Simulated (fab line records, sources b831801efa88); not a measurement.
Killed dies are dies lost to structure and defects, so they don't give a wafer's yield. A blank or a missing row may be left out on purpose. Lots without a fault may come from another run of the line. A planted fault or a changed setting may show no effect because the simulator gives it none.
Which tool did it? | flow sky130 | 24 lots, 72 wafers sampled, at 6 steps of a route of 708

WHAT THE GAUGES READ, wafer by wafer
SKY_FIELD_ISO_THK_MEAS_25. Usual: FIELD_ISO_CVD_24_THK 593 nm, standard deviation 5.6.
lot  | measured    | on            | FIELD_ISO_CVD_24_THK (nm) | flag
L074 | day 2 09:08 | film_metro-01 | 588 592 592               |
L075 | day 2 12:18 | film_metro-01 | 582 593 593               |
L076 | day 2 19:01 | film_metro-04 | 598 591 591               |
L077 | day 2 23:12 | film_metro-02 | 591 590 592               |
L078 | day 3 04:56 | film_metro-04 | 585 593 594               |
L079 | day 3 11:53 | film_metro-04 | 585 586 588               |
L080 | day 3 16:01 | film_metro-04 | 597 586 593               |
L081 | day 3 20:36 | film_metro-01 | 594 590 588               |
L082 | day 4 00:58 | film_metro-04 | 594 591 599               |
L083 | day 4 09:22 | film_metro-02 | 595 585 589               |
L084 | day 4 16:23 | film_metro-01 | 588 588 599               |
L085 | day 4 16:23 | film_metro-04 | 594 594 598               |
L086 | day 4 20:21 | film_metro-02 | 593 590 594               |
L087 | day 5 06:04 | film_metro-04 | 595 593 597               |
L088 | day 5 12:05 | film_metro-02 | 595 596 601               |
L089 | day 5 13:56 | film_metro-01 | 593 594 592               |
L090 | day 5 19:37 | film_metro-01 | 591 588 588               |
L091 | day 6 03:53 | film_metro-02 | 596 598 588               |
L092 | day 6 05:05 | film_metro-01 | 598 599 594               |
L093 | day 6 10:35 | film_metro-04 | 597 595 594               |
L094 | day 6 14:39 | film_metro-04 | 597 588 601               |
L095 | day 6 20:47 | film_metro-01 | 603 610 602               |
L096 | day 7 05:16 | film_metro-02 | 588 577 581               |
L097 | day 7 09:10 | film_metro-01 | 608 596 599               |

SKY_NWELL_TW_MEAS_15. Usual: NWELL_TW 1812, standard deviation 19.
lot  | measured     | on            | NWELL_TW       | flag
L074 | day 4 15:33  | film_metro-02 | 1804 1804 1805 |
L075 | day 4 19:18  | film_metro-01 | 1836 1837 1827 |
L076 | day 5 04:38  | film_metro-01 | 1832 1842 1822 |
L077 | day 5 06:21  | film_metro-03 | 1803 1796 1792 |
L078 | day 5 14:26  | film_metro-03 | 1791 1787 1793 |
L079 | day 5 18:52  | film_metro-01 | 1822 1826 1831 |
L080 | day 6 01:07  | film_metro-01 | 1833 1821 1833 |
L081 | day 6 08:13  | film_metro-01 | 1826 1823 1829 |
L082 | day 6 16:35  | film_metro-02 | 1787 1799 1791 |
L083 | day 7 05:54  | film_metro-02 | 1812 1812 1808 |
L084 | day 7 06:59  | film_metro-01 | 1837 1838 1843 |
L085 | day 7 06:17  | film_metro-01 | 1839 1839 1848 |
L086 | day 7 09:25  | film_metro-02 | 1808 1801 1800 |
L087 | day 7 21:01  | film_metro-01 | 1837 1837 1848 |
L088 | day 8 03:46  | film_metro-03 | 1799 1800 1798 |
L089 | day 8 05:03  | film_metro-02 | 1800 1809 1801 |
L090 | day 8 11:16  | film_metro-02 | 1810 1819 1818 |
L091 | day 9 00:26  | film_metro-03 | 1801 1798 1796 |
L092 | day 9 01:31  | film_metro-03 | 1805 1803 1802 |
L093 | day 9 04:56  | film_metro-03 | 1803 1814 1797 |
L094 | day 9 11:51  | film_metro-03 | 1802 1812 1806 |
L095 | day 9 16:48  | film_metro-01 | 1828 1831 1833 |
L096 | day 10 01:14 | film_metro-03 | 1783 1773 1772 |
L097 | day 10 06:41 | film_metro-03 | 1774 1767 1770 |

SKY_POLY_GATE_THK_MEAS_21. Usual: POLY_GATE_OXIDATION_THK 4.01 nm, standard deviation 0.091.
lot  | measured     | on            | POLY_GATE_OXIDATION_THK (nm) | flag
L074 | day 16 10:36 | film_metro-04 | 3.93 3.76 3.88               |
L075 | day 16 17:38 | film_metro-04 | 3.93 3.97 3.95               |
L076 | day 17 07:43 | film_metro-03 | 3.90 3.99 3.89               |
L077 | day 17 11:49 | film_metro-02 | 4.00 3.96 4.01               |
L078 | day 18 13:31 | film_metro-03 | 4.07 4.04 4.13               |
L079 | day 18 13:30 | film_metro-04 | 4.25 4.22 4.21               |
L080 | day 18 19:24 | film_metro-04 | 4.06 4.16 4.09               |
L081 | day 19 05:16 | film_metro-04 | 4.05 4.03 3.99               |
L082 | day 19 14:14 | film_metro-03 | 4.08 4.08 4.06               |
L083 | day 20 09:52 | film_metro-03 | 4.00 4.02 4.07               |
L084 | day 20 15:36 | film_metro-02 | 3.83 3.92 3.89               |
L085 | day 20 12:51 | film_metro-02 | 3.94 3.90 3.95               |
L086 | day 20 18:26 | film_metro-04 | 4.03 3.99 3.98               |
L087 | day 21 09:52 | film_metro-03 | 3.99 4.02 3.91               |
L088 | day 21 19:58 | film_metro-04 | 4.02 3.96 4.01               |
L089 | day 22 09:55 | film_metro-02 | 4.00 3.95 4.06               |
L090 | day 22 12:26 | film_metro-02 | 3.87 4.01 3.95               |
L091 | day 23 00:17 | film_metro-04 | 4.06 3.85 3.93               |
L092 | day 23 05:48 | film_metro-03 | 4.12 4.15 4.07               |
L093 | day 23 10:01 | film_metro-03 | 4.00 3.98 3.96               |
L094 | day 23 15:44 | film_metro-02 | 4.08 4.12 4.14               |
L095 | day 23 19:14 | film_metro-03 | 4.04 3.96 4.04               |
L096 | day 24 09:44 | film_metro-04 | 4.04 4.10 4.02               |
L097 | day 25 00:52 | film_metro-03 | 3.99 3.82 3.93               |

WHICH TOOL RAN EACH LOT (tool, then ch and the chambers of the sampled wafers, then the start)
lot  | SKY_DNWELL_STRIP_08                 | SKY_NWELL_STRIP_14                   | SKY_GATE_OXIDE_STRIP_13
L074 | plasma_asher-02 ch 0,1, day 3 06:06 | plasma_asher-01 ch 0,1, day 4 15:27  | plasma_asher-01 ch 0,1, day 13 17:36
L075 | plasma_asher-02 ch 0,1, day 3 10:04 | plasma_asher-04 ch 0,1, day 4 19:13  | plasma_asher-04 ch 0,1, day 14 03:53
L076 | plasma_asher-03 ch 0,1, day 3 18:20 | plasma_asher-04 ch 0,1, day 5 04:34  | plasma_asher-04 ch 0,1, day 14 17:20
L077 | plasma_asher-03 ch 0,1, day 3 20:35 | plasma_asher-03 ch 0,1, day 5 06:15  | plasma_asher-02 ch 0,1, day 14 19:50
L078 | plasma_asher-03 ch 0,1, day 4 03:18 | plasma_asher-04 ch 0,1, day 5 14:19  | plasma_asher-02 ch 0,1, day 15 05:54
L079 | plasma_asher-04 ch 0,1, day 4 08:42 | plasma_asher-01 ch 0,1, day 5 18:46  | plasma_asher-02 ch 0,1, day 15 12:52
L080 | plasma_asher-03 ch 0,1, day 4 12:38 | plasma_asher-03 ch 0,1, day 6 01:01  | plasma_asher-02 ch 0,1, day 15 16:14
L081 | plasma_asher-03 ch 0,1, day 4 19:19 | plasma_asher-04 ch 0,1, day 6 08:07  | plasma_asher-04 ch 0,1, day 16 07:34
L082 | plasma_asher-04 ch 0,1, day 5 03:23 | plasma_asher-04 ch 0,1, day 6 16:31  | plasma_asher-04 ch 0,1, day 16 19:52
L083 | plasma_asher-04 ch 0,1, day 5 15:32 | plasma_asher-01 ch 0,1, day 7 05:47  | plasma_asher-01 ch 0,1, day 17 12:21
L084 | plasma_asher-02 ch 0, day 5 16:47   | plasma_asher-01 ch 0,1, day 7 06:52  | plasma_asher-01 ch 0,1, day 17 18:50
L085 | plasma_asher-02 ch 0,1, day 5 15:48 | plasma_asher-03 ch 0,1, day 7 06:10  | plasma_asher-04 ch 0,1, day 17 15:41
L086 | plasma_asher-02 ch 0,1, day 5 19:57 | plasma_asher-03 ch 1, day 7 09:18    | plasma_asher-04 ch 0,1, day 17 19:09
L087 | plasma_asher-04 ch 1, day 6 06:26   | plasma_asher-01 ch 0,1, day 7 20:55  | plasma_asher-04 ch 0,1, day 18 13:13
L088 | plasma_asher-03 ch 0,1, day 6 11:10 | plasma_asher-04 ch 0,1, day 8 03:41  | plasma_asher-01 ch 0,1, day 18 22:49
L089 | plasma_asher-04 ch 0,1, day 6 12:59 | plasma_asher-03 ch 0,1, day 8 04:57  | plasma_asher-04 ch 0,1, day 19 15:06
L090 | plasma_asher-02 ch 0,1, day 6 19:05 | plasma_asher-01 ch 0, day 8 11:09    | plasma_asher-02 ch 0,1, day 19 16:42
L091 | plasma_asher-02 ch 0,1, day 7 06:11 | plasma_asher-01 ch 0,1, day 9 00:20  | plasma_asher-02 ch 0, day 20 05:33
L092 | plasma_asher-04 ch 0,1, day 7 07:22 | plasma_asher-01 ch 0,1, day 9 01:25  | plasma_asher-02 ch 0,1, day 20 08:40
L093 | plasma_asher-03 ch 0,1, day 7 10:54 | plasma_asher-03 ch 0,1, day 9 04:50  | plasma_asher-01 ch 0,1, day 20 10:57
L094 | plasma_asher-04 ch 0,1, day 7 17:26 | plasma_asher-04 ch 0,1, day 9 11:45  | plasma_asher-02 ch 0,1, day 20 20:26
L095 | plasma_asher-03 ch 0,1, day 7 22:41 | plasma_asher-04 ch 0,1, day 9 16:42  | plasma_asher-02 ch 0,1, day 20 23:58
L096 | plasma_asher-04 ch 0,1, day 8 06:06 | plasma_asher-03 ch 0,1, day 10 01:08 | plasma_asher-01 ch 0,1, day 21 14:59
L097 | plasma_asher-03 ch 0,1, day 8 11:17 | plasma_asher-01 ch 0, day 10 06:34   | plasma_asher-02 ch 0,1, day 22 01:18
- SKY_DNWELL_STRIP_08: strips in O2/N2.
- SKY_NWELL_STRIP_14: strips in O2/N2.
- SKY_GATE_OXIDE_STRIP_13: strips in O2/N2.

WHAT THE TOOLS THEMSELVES READ (means of the sampled wafers that have a number; where no wafer has one, the mark that the record gives instead)
SKY_DNWELL_STRIP_08. Usual: drypump_motor_current_A 5.9 A, standard deviation 0.35; oes_product_au 0.723 a.u., standard deviation 0.0046; strip_time_to_endpoint_s 36.69 s, standard deviation 0.11.
lot  | tool            | drypump_motor_current_A (A) | oes_product_au (a.u.) | strip_time_to_endpoint_s (s) | flag
L074 | plasma_asher-02 | 5.6                         | 0.724                 | 36.83                        |
L075 | plasma_asher-02 | 5.7                         | 0.721                 | 36.72                        |
L076 | plasma_asher-03 | 5.6                         | 0.721                 | 36.63                        |
L077 | plasma_asher-03 | 5.6                         | 0.723                 | 36.47                        |
L078 | plasma_asher-03 | 5.6                         | 0.724                 | 36.62                        |
L079 | plasma_asher-04 | 6.3                         | 0.719                 | 36.50                        |
L080 | plasma_asher-03 | 5.6                         | 0.729                 | 36.62                        |
L081 | plasma_asher-03 | 5.7                         | 0.725                 | 36.65                        |
L082 | plasma_asher-04 | 6.3                         | 0.725                 | 36.78                        |
L083 | plasma_asher-04 | 6.4                         | 0.719                 | 36.68                        |
L084 | plasma_asher-02 | 5.6                         | 0.717                 | 36.72                        |
L085 | plasma_asher-02 | 5.7                         | 0.720                 | 36.60                        |
L086 | plasma_asher-02 | 5.7                         | 0.727                 | 36.75                        |
L087 | plasma_asher-04 | 6.2                         | 0.717                 | 36.60                        |
L088 | plasma_asher-03 | 5.6                         | 0.723                 | 36.82                        |
L089 | plasma_asher-04 | 6.3                         | 0.724                 | 36.76                        |
L090 | plasma_asher-02 | 5.7                         | 0.721                 | 36.78                        |
L091 | plasma_asher-02 | 5.7                         | 0.722                 | 36.71                        |
L092 | plasma_asher-04 | 6.3                         | 0.723                 | 36.51                        |
L093 | plasma_asher-03 | 5.7                         | 0.723                 | 36.78                        |
L094 | plasma_asher-04 | 6.4                         | 0.721                 | 36.76                        |
L095 | plasma_asher-03 | 5.6                         | 0.725                 | 36.66                        |
L096 | plasma_asher-04 | 6.4                         | 0.723                 | 36.77                        |
L097 | plasma_asher-03 | 5.6                         | 0.722                 | 36.82                        |

SKY_NWELL_STRIP_14. Usual: drypump_motor_current_A 5.8 A, standard deviation 0.59; oes_product_au 0.723 a.u., standard deviation 0.0042; strip_time_to_endpoint_s 36.68 s, standard deviation 0.087.
lot  | tool            | drypump_motor_current_A (A) | oes_product_au (a.u.) | strip_time_to_endpoint_s (s) | flag
L074 | plasma_asher-01 | 5.8                         | 0.725                 | 36.62                        |
L075 | plasma_asher-04 | 6.4                         | 0.724                 | 36.60                        |
L076 | plasma_asher-04 | 6.4                         | 0.725                 | 36.70                        |
L077 | plasma_asher-03 | 5.6                         | 0.722                 | 36.77                        |
L078 | plasma_asher-04 | 6.3                         | 0.722                 | 36.51                        |
L079 | plasma_asher-01 | 5.8                         | 0.724                 | 36.75                        |
L080 | plasma_asher-03 | 5.6                         | 0.723                 | 36.65                        |
L081 | plasma_asher-04 | 6.3                         | 0.722                 | 36.65                        |
L082 | plasma_asher-04 | 6.3                         | 0.725                 | 36.63                        |
L083 | plasma_asher-01 | 5.3                         | 0.722                 | 36.72                        |
L084 | plasma_asher-01 | 5.3                         | 0.722                 | 36.67                        |
L085 | plasma_asher-03 | 5.6                         | 0.724                 | 36.74                        |
L086 | plasma_asher-03 | 5.5                         | 0.724                 | 36.72                        |
L087 | plasma_asher-01 | 5.3                         | 0.723                 | 36.70                        |
L088 | plasma_asher-04 | 6.4                         | 0.721                 | 36.78                        |
L089 | plasma_asher-03 | 5.6                         | 0.724                 | 36.53                        |
L090 | plasma_asher-01 | 4.8                         | 0.723                 | 36.65                        |
L091 | plasma_asher-01 | 5.3                         | 0.723                 | 36.66                        |
L092 | plasma_asher-01 | 5.7                         | 0.725                 | 36.61                        |
L093 | plasma_asher-03 | 5.7                         | 0.720                 | 36.68                        |
L094 | plasma_asher-04 | 6.3                         | 0.718                 | 36.68                        |
L095 | plasma_asher-04 | 6.3                         | 0.721                 | 36.74                        |
L096 | plasma_asher-03 | 5.7                         | 0.722                 | 36.78                        |
L097 | plasma_asher-01 | 4.8                         | 0.716                 | 36.71                        |

SKY_GATE_OXIDE_STRIP_13. Usual: drypump_motor_current_A 5.9 A, standard deviation 0.51; oes_product_au 0.716 a.u., standard deviation 0.0044; strip_time_to_endpoint_s 14.19 s, standard deviation 0.039.
lot  | tool            | drypump_motor_current_A (A) | oes_product_au (a.u.) | strip_time_to_endpoint_s (s) | flag
L074 | plasma_asher-01 | 5.3                         | 0.718                 | 14.17                        |
L075 | plasma_asher-04 | 6.3                         | 0.714                 | 14.18                        |
L076 | plasma_asher-04 | 6.3                         | 0.718                 | 14.20                        |
L077 | plasma_asher-02 | 5.7                         | 0.715                 | 14.15                        |
L078 | plasma_asher-02 | 5.7                         | 0.713                 | 14.24                        |
L079 | plasma_asher-02 | 5.7                         | 0.720                 | 14.19                        |
L080 | plasma_asher-02 | 5.7                         | 0.715                 | 14.22                        |
L081 | plasma_asher-04 | 6.4                         | 0.713                 | 14.19                        |
L082 | plasma_asher-04 | 6.3                         | 0.716                 | 14.14                        |
L083 | plasma_asher-01 | 5.7                         | 0.715                 | 14.22                        |
L084 | plasma_asher-01 | 5.8                         | 0.719                 | 14.23                        |
L085 | plasma_asher-04 | 6.3                         | 0.713                 | 14.15                        |
L086 | plasma_asher-04 | 6.3                         | 0.718                 | 14.22                        |
L087 | plasma_asher-04 | 6.4                         | 0.710                 | 14.21                        |
L088 | plasma_asher-01 | 5.3                         | 0.714                 | 14.17                        |
L089 | plasma_asher-04 | 6.3                         | 0.716                 | 14.21                        |
L090 | plasma_asher-02 | 5.7                         | 0.720                 | 14.19                        |
L091 | plasma_asher-02 | 5.6                         | 0.710                 | 14.20                        |
L092 | plasma_asher-02 | 5.6                         | 0.719                 | 14.18                        |
L093 | plasma_asher-01 | 5.7                         | 0.713                 | 14.17                        |
L094 | plasma_asher-02 | 5.7                         | 0.714                 | 14.12                        |
L095 | plasma_asher-02 | 5.7                         | 0.721                 | 14.21                        |
L096 | plasma_asher-01 | 5.3                         | 0.713                 | 14.14                        |
L097 | plasma_asher-02 | 5.7                         | 0.720                 | 14.23                        |

THE ANSWER, worked out from the rows above alone
Rule: a lot is off if the mean of its wafers that have a number lies more than 3 standard deviations from the usual mean. A lot without any number at a reading at which 4 lots or more have one is off too. The other lots that the step has rows for count as sound. The gauges are gone through in route order, then the tools' own readings, and for those a lot's mean is taken as printed above. The first step at which some lot is off is used, and at that step the reading that is off furthest; a lot without a number counts as furthest.
No lot is off at any reading shown: from this, nothing can be told.

WHAT THE SIMULATOR HAD PUT IN
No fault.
